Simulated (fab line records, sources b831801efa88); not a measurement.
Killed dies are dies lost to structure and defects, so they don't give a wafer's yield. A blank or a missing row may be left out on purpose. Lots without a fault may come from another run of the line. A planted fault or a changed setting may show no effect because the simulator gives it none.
Problem report in the 8D (eight disciplines) form, filled by code | flow sky130 | the parts of the form that need people (team, actions taken, sign-off) are left out

1. THE PROBLEM
oes_product_au at SKY_LDD_LDN_STRIP_12 reads a mean of 0.929 a.u. on 3 wafers of 1 lot; wafers without a fault read 0.717 a.u. with a standard deviation of 0.0047. That is +45 standard deviations from the usual mean.
The step: strips in O2/N2.
First seen on wafer L842.1, day 25 07:00, on plasma_asher-01. The record holds 39 wafers of 13 lots with a number at this step. Rule for "out", or "out of limits": more than 4 standard deviations from the usual mean. The other wafers with a number count as sound.

2. WHAT IT IS AND WHAT IT IS NOT
question                    | is                     | is not
which readings at this step | oes_product_au         | drypump_motor_current_A, n2_flow_sccm
which lots                  | L842                   | L835, L836, L845, L847, L848, L850, L851, L852, L854, L855, L856, L857
which wafers of those lots  | all that have a number | -
read on which tools         | plasma_asher-01        | plasma_asher-02, plasma_asher-04
when                        | from day 25 07:00      | up to then (6 sound wafers); but 30 sound wafers of L845, L847, L848, L850, L851, L852, L854, L855, L856, L857 came after

3. SUSPECTS, AND WHAT RULES EACH OUT
Counting: a tool at a process step up to the reading stays a suspect if it ran every lot that is out and no sound lot after the first of them.
- plasma_asher-01 at SKY_LDD_LDN_STRIP_12 (strips in O2/N2): ruled out as a lasting fault. Sound lots L845, L848, L847, L850, L852, L856, L857 ran on it after its first lot that is out, L842 (day 25 07:00).
Left after counting: nothing in the record.

4. THE CAUSE (what the simulator had put in)
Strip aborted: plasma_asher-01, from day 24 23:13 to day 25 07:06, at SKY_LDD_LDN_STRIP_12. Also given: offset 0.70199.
Counting ruled it out, wrongly.

5. THE CHAIN OF EFFECTS, in route order
Each row: a reading whose mean over the struck wafers that have a number lies more than 3 standard deviations from the usual. Only readings for which the record gives a usual standard deviation are gone through. hours: the time from each lot's start at the first step in this table that gives one to its start at this step, as a median over the lots. sigmas: the change in usual standard deviations.
hours | step                  | reading             | usual      | on struck wafers | change | sigmas
0     | SKY_LDD_LDN_STRIP_12  | oes_product_au      | 0.717 a.u. | 0.929            | +0.212 | +45
535   | SKY_PAD_OPEN_PROBE_99 | killed_at_front_end | 15         | 423              | +408   | +91
535   | SKY_PAD_OPEN_PROBE_99 | killed_dies         | 83         | 492              | +409   | +45
535   | SKY_PAD_OPEN_PROBE_99 | killed_on_rim       | 16         | 96               | +80    | +20
The process steps in it:
- SKY_LDD_LDN_STRIP_12: strips in O2/N2.
- SKY_PAD_OPEN_PROBE_99
Readings that are blank on the struck wafers while sound wafers have them: strip_time_to_endpoint_s at SKY_LDD_LDN_STRIP_12.

6. WHAT WOULD HAVE CAUGHT IT SOONER
In this record the first reading out of limits was taken at day 25 07:00, 8 hours after the fault began at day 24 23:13.
